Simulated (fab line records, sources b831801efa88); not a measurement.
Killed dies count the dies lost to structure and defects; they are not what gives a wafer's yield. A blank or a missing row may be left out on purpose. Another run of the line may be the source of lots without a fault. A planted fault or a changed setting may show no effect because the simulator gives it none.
Matching of chambers || flow gf180mcu || GF_V1_ETCH_16 on rie_diel-02 has 4 sister chambers
The step etches BARC in N2/H2. 14 wafers are shown with their chamber, then 7 later ones without.

## WAFERS PAIRED WITH THEIR CHAMBERS
{"wafer": "L074.2", "chamber": 1, "drypump_motor_current_A (A)": 6.4, "throttle_valve_pct (%)": 13.237, "oes_product_au (a.u.)": 0.854}
{"wafer": "L074.4", "chamber": 2, "drypump_motor_current_A (A)": 5.9, "throttle_valve_pct (%)": 13.232, "oes_product_au (a.u.)": 0.850}
{"wafer": "L074.5", "chamber": 2, "drypump_motor_current_A (A)": 5.9, "throttle_valve_pct (%)": 13.216, "oes_product_au (a.u.)": 0.853}
{"wafer": "L076.2", "chamber": 0, "drypump_motor_current_A (A)": 5.7, "throttle_valve_pct (%)": 13.219, "oes_product_au (a.u.)": 0.851}
{"wafer": "L076.4", "chamber": 0, "drypump_motor_current_A (A)": 5.7, "throttle_valve_pct (%)": 13.220, "oes_product_au (a.u.)": 0.853}
{"wafer": "L076.6", "chamber": 1, "drypump_motor_current_A (A)": 6.4, "throttle_valve_pct (%)": 13.230, "oes_product_au (a.u.)": 0.850}
{"wafer": "L081.1", "chamber": 3, "drypump_motor_current_A (A)": 5.8, "throttle_valve_pct (%)": 13.227, "oes_product_au (a.u.)": 0.856}
{"wafer": "L081.3", "chamber": 1, "drypump_motor_current_A (A)": 6.4, "throttle_valve_pct (%)": 13.222, "oes_product_au (a.u.)": 0.855}
{"wafer": "L081.4", "chamber": 2, "drypump_motor_current_A (A)": 6.0, "throttle_valve_pct (%)": 13.227, "oes_product_au (a.u.)": 0.854}
{"wafer": "L084.1", "chamber": 1, "drypump_motor_current_A (A)": 6.3, "throttle_valve_pct (%)": 13.229, "oes_product_au (a.u.)": 0.852}
{"wafer": "L084.5", "chamber": 1, "drypump_motor_current_A (A)": 6.4, "throttle_valve_pct (%)": 13.234, "oes_product_au (a.u.)": 0.855}
{"wafer": "L084.6", "chamber": 2, "drypump_motor_current_A (A)": 5.9, "throttle_valve_pct (%)": 13.234, "oes_product_au (a.u.)": 0.855}
{"wafer": "L088.1", "chamber": 2, "drypump_motor_current_A (A)": 5.9, "throttle_valve_pct (%)": 13.225, "oes_product_au (a.u.)": 0.858}
{"wafer": "L088.2", "chamber": 1, "drypump_motor_current_A (A)": 6.4, "throttle_valve_pct (%)": 13.231, "oes_product_au (a.u.)": 0.856}

SIGNATURES (averages over the wafers above)
{"reading": "drypump_motor_current_A", "chamber 0": 5.700, "chamber 1": 6.383, "chamber 2": 5.920, "chamber 3": 5.800, "scatter within a chamber": 0.0404}
{"reading": "throttle_valve_pct", "chamber 0": 13.21950, "chamber 1": 13.23050, "chamber 2": 13.22680, "chamber 3": 13.22700, "scatter within a chamber": 0.00573}
{"reading": "oes_product_au", "chamber 0": 0.85200, "chamber 1": 0.85367, "chamber 2": 0.85400, "chamber 3": 0.85600, "scatter within a chamber": 0.00248}
Rule: a wafer's distance from a chamber is the root of the sum, over the readings, of the square of ((its reading less the chamber's mean) divided by the reading's scatter). The wafer belongs to the nearest chamber; if the next one is less than 2 further off, it can't be placed. The scatter: take each reading less its chamber's mean, square it, sum over the shown wafers, divide by the number of wafers less the number of chambers, and take the root.

## WAFERS WITH NO CHAMBER GIVEN
{"wafer": "L088.6", "drypump_motor_current_A (A)": 6.4, "throttle_valve_pct (%)": 13.230, "oes_product_au (a.u.)": 0.859}
{"wafer": "L095.3", "drypump_motor_current_A (A)": 5.7, "throttle_valve_pct (%)": 13.240, "oes_product_au (a.u.)": 0.857}
{"wafer": "L095.4", "drypump_motor_current_A (A)": 6.0, "throttle_valve_pct (%)": 13.222, "oes_product_au (a.u.)": 0.859}
{"wafer": "L095.5", "drypump_motor_current_A (A)": 5.8, "throttle_valve_pct (%)": 13.217, "oes_product_au (a.u.)": 0.861}
{"wafer": "L097.1", "drypump_motor_current_A (A)": 6.4, "throttle_valve_pct (%)": 13.216, "oes_product_au (a.u.)": 0.850}
{"wafer": "L097.2", "drypump_motor_current_A (A)": 5.9, "throttle_valve_pct (%)": 13.232, "oes_product_au (a.u.)": 0.853}
{"wafer": "L097.4", "drypump_motor_current_A (A)": 5.7, "throttle_valve_pct (%)": 13.218, "oes_product_au (a.u.)": 0.856}

## THE CHAMBER EACH PASSED THROUGH
{"wafer": "L088.6", "from the rows above": 1, "in truth": 1}
{"wafer": "L095.3", "from the rows above": "can't be placed: 3 or 0", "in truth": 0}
{"wafer": "L095.4", "from the rows above": 2, "in truth": 2}
{"wafer": "L095.5", "from the rows above": "can't be placed: 3 or 0 or 2", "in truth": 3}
{"wafer": "L097.1", "from the rows above": 1, "in truth": 1}
{"wafer": "L097.2", "from the rows above": "can't be placed: 2 or 3", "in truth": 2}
{"wafer": "L097.4", "from the rows above": "can't be placed: 0 or 3", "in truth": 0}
3 of 7 placed correctly. Can't be placed from these rows: 4 (the true chamber is among the candidates in 4). 0 placed wrongly.
